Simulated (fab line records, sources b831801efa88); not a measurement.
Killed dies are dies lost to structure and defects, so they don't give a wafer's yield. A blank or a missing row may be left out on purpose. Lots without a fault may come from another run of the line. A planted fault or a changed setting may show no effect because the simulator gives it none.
Split-lot experiment | flow sfq_line | 5 lots, 23 wafers read, on a route of 325 steps

THE SPLIT
At SFQ_TRILAYER_M3_LITHO_PEB_078 (peb time 60 s), the setting peb_time_s was moved away from the recipe's 60 s on 9 of the 23 wafers read, by -13.9% to +7.8%. The other wafers ran this setting at the recipe's value.

FROM THE SPLIT TO THE READING: what the file shows between them, 1 step
- SFQ_TRILAYER_M3_LITHO_DEVELOP_077: time 60 s

THE READING
M3.cd_nm (the simulator's own value, which no gauge read), in nm, at SFQ_TRILAYER_M3_BARC_OPEN_METAL_ETCH_100 (etches BARC in O2, target depth 125 nm, time 41.7 s). The file gives no usual value for it. The 14 wafers here that ran the recipe average 499.8 nm, standard deviation 1.2 nm.

wafer  | tool, chamber at the split | peb_time_s as run, s | against the recipe | M3.cd_nm, nm | against lot-mates on the recipe
L074.1 | litho_track-01, 0          | 60                   | recipe             | 498.5        | -
L074.5 | litho_track-01, 0          | 60                   | recipe             | 499.3        | -
L074.6 | litho_track-01, 0          | 60                   | recipe             | 498.7        | -
L076.1 | litho_track-01, 0          | 60                   | recipe             | 498.3        | -
L076.2 | litho_track-01, 0          | 64.66                | +7.8%              | 488.6        | -10.3
L076.4 | litho_track-01, 0          | 60                   | recipe             | 499.1        | -
L076.5 | litho_track-01, 0          | 60                   | recipe             | 499.2        | -
L076.6 | litho_track-01, 0          | 64.66                | +7.8%              | 489          | -9.9
L077.2 | litho_track-03, 0          | 51.69                | -13.9%             | 521.2        | +20.0
L077.3 | litho_track-03, 0          | 60                   | recipe             | 501.7        | -
L077.4 | litho_track-03, 0          | 60                   | recipe             | 499.8        | -
L077.5 | litho_track-03, 0          | 51.69                | -13.9%             | 522.8        | +21.6
L077.6 | litho_track-03, 0          | 60                   | recipe             | 502          | -
L081.1 | litho_track-01, 0          | 56.62                | -5.6%              | 508.6        | +8.7
L081.2 | litho_track-01, 0          | 56.62                | -5.6%              | 506.9        | +7.0
L081.3 | litho_track-01, 0          | 60                   | recipe             | 498.8        | -
L081.4 | litho_track-01, 0          | 60                   | recipe             | 501.2        | -
L081.5 | litho_track-01, 0          | 60                   | recipe             | 499.8        | -
L083.1 | litho_track-03, 0          | 60                   | recipe             | 500          | -
L083.2 | litho_track-03, 0          | 55.69                | -7.2%              | 511          | +10.5
L083.4 | litho_track-03, 0          | 55.69                | -7.2%              | 512.4        | +11.9
L083.5 | litho_track-03, 0          | 55.69                | -7.2%              | 512.4        | +11.9
L083.6 | litho_track-03, 0          | 60                   | recipe             | 501          | -

THE FIT
A straight line over all 23 wafers: M3.cd_nm changes by -1.56 nm for each +1% of peb_time_s; r = -0.99; the points scatter about the line by 1.2 nm.
The same after taking each lot's own level away (the mean of its wafers on the recipe; 23 wafers): -1.46 nm for each +1%; r = -0.99; scatter 0.89 nm.
On that fit, the largest move of peb_time_s shifts the reading by 20 nm.
The lots' own levels span 498.83 to 501.17 nm, that is 2.0 times the standard deviation above.
So the lot-to-lot level changes the slope little: the two slopes agree.
Check: with one of the wafers moved furthest among these (-13.9%) left out of the fit, the line predicts +20.7 nm for it against its lot-mates. It came out at +20 nm against them.

THE FILE'S OWN FIT
M3.cd_nm changes by -1.47 nm for each +1% of peb_time_s, r = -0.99.
